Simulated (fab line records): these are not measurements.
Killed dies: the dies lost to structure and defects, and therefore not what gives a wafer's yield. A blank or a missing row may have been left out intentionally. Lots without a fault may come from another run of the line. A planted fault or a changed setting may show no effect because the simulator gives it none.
Matching of chambers || flow sky130 || 4 sister chambers for SKY_VIA3_CMP_02 on cmp-01
The step polishes SiO2. 4 wafers are shown with their chamber, then 7 later ones without.

== EACH WAFER AND ITS CHAMBER ==
{"wafer": "L829.6", "chamber": 0, "motor current A (A)": 9.4}
{"wafer": "L830.1", "chamber": 3, "motor current A (A)": 9.9}
{"wafer": "L834.1", "chamber": 2, "motor current A (A)": 13.5}
{"wafer": "L834.2", "chamber": 1, "motor current A (A)": 13.4}

== WAFERS WITH NO CHAMBER GIVEN ==
{"wafer": "L834.6", "motor current A (A)": 9.3}
{"wafer": "L839.2", "motor current A (A)": 9.4}
{"wafer": "L839.3", "motor current A (A)": 9.4}
{"wafer": "L839.5", "motor current A (A)": 9.6}
{"wafer": "L841.2", "motor current A (A)": 9.2}
{"wafer": "L841.4", "motor current A (A)": 14.1}
{"wafer": "L841.6", "motor current A (A)": 9.6}

== THE CHAMBER EACH PASSED THROUGH ==
{"wafer": "L834.6", "from the rows above": "can't be placed: 0 or 3", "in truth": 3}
{"wafer": "L839.2", "from the rows above": "can't be placed: 0 or 3", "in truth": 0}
{"wafer": "L839.3", "from the rows above": "can't be placed: 0 or 3", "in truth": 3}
{"wafer": "L839.5", "from the rows above": "can't be placed: 0 or 3", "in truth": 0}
{"wafer": "L841.2", "from the rows above": "can't be placed: 0 or 3", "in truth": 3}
{"wafer": "L841.4", "from the rows above": "can't be placed: 2 or 1", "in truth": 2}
{"wafer": "L841.6", "from the rows above": "can't be placed: 0 or 3", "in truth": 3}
0 of 7 placed correctly. These rows do not allow placing 7 (true chamber among the candidates in 7). Number placed wrongly: 0.
How it was worked out, from the rows above alone: a wafer's distance from a chamber is the root of the sum, over the readings, of the square of ((its reading less the chamber's mean) divided by the reading's scatter). The wafer belongs to the nearest chamber; if the next one is less than 2 further off, it can't be placed. The mean given for a chamber averages the wafers shown for that chamber. The scatter: with one shown wafer a chamber, the root of the mean of the squares of how far each hidden wafer lies from its nearest shown one.
